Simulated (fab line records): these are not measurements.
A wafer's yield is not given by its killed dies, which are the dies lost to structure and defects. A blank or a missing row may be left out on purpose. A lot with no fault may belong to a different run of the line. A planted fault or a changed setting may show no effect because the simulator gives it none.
Problem report in the 8D (eight disciplines) form, filled by code | flow sky130 | the parts of the form that need people (team, actions taken, sign-off) are left out

## 1. WHAT IS WRONG
Mean of rf fwd power W at SKY_CAP2M_METAL_ETCH_13: 1038 W across 6 wafers in 2 lots; on wafers with no fault it is 893 W (standard deviation 3.5). That is +41 standard deviations from the usual mean.
The step: etches TiN in Cl2/BCl3, stops on SiO2, target depth 220 nm, time 62.9 s.
First seen on wafer L167.3, day 44 04:11, on rie metal-03. The record has a number at this step for 36 wafers belonging to 12 lots. Rule for "out" (also "out of limits"): further than 4 standard deviations from the usual mean. Any other wafer with a number is counted as sound.

## 2. WHAT IT IS AND WHAT IT IS NOT
question                    | is                     | is not
which readings at this step | rf fwd power W         | drypump motor current A, oes product au, throttle valve pct
which lots                  | L167, L169             | L159, L160, L161, L162, L164, L165, L168, L173, L178, L179
which wafers of those lots  | all that have a number | -
read on which tools         | rie metal-03           | rie metal-01, rie metal-04
when                        | from day 44 04:11      | up to then (18 sound wafers); but 12 sound wafers of L168, L173, L178, L179 came after

## 3. THE SUSPECTS, EACH WITH WHAT RULES IT OUT
Counting: a tool at a process step up to the reading stays a suspect if it ran every lot that is out and no sound lot after the first of them.
- rie metal-03 at SKY_CAP2M_METAL_ETCH_13 (etches TiN in Cl2/BCl3, stops on SiO2, target depth 220 nm, time 62.9 s): kept. Every lot that is out went through it, starting with L167 (day 44 04:11), and after that it ran no sound lot; the last sound lot it ran before then is L165 (day 43 10:41). On those wafers its own readings are out: rf fwd power W.
After counting, what remains is rie metal-03 at SKY_CAP2M_METAL_ETCH_13.

## 4. THE CAUSE (what the simulator had put in)
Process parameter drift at SKY_CAP2M_METAL_ETCH_13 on rie metal-03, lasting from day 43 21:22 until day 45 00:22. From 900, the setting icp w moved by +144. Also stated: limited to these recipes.
After counting, this tool was the only one left.

## 5. THE EFFECT CHAIN, in route order
Rows list readings where the struck wafers' mean (over those with a number) sits beyond 3 standard deviations from the usual. Only readings whose record carries a usual standard deviation are examined. hours: median over the lots of the time between each lot's start at the first step of this table that gives one and its start at this step. sigmas: the change, counted in usual standard deviations.
hours | step                    | reading                  | usual      | on struck wafers | change | sigmas
0     | SKY_CAP2M_METAL_ETCH_13 | rf fwd power W           | 893 W      | 1038             | +145   | +41
0     | SKY_CAP2M_STRIP_14      | strip time to endpoint s | 12.65 s    | 12.44            | -0.21  | -5.0
23    | SKY_METAL4_ETCH_17      | oes product au           | 0.752 a.u. | 0.688            | -0.064 | -9.5
The process steps in it:
- SKY_CAP2M_METAL_ETCH_13: etches TiN in Cl2/BCl3, stops on SiO2, target depth 220 nm, time 62.9 s.
- SKY_CAP2M_STRIP_14: strips in O2/N2.
- SKY_METAL4_ETCH_17: etches SiO2 in C4F8/O2/Ar, stops on TiN, time 3.9 s, target depth 15 nm.

## 6. HOW IT WOULD HAVE BEEN CAUGHT EARLIER
In this record the first reading out of limits was taken at day 44 04:11, 7 hours after the fault began at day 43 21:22.
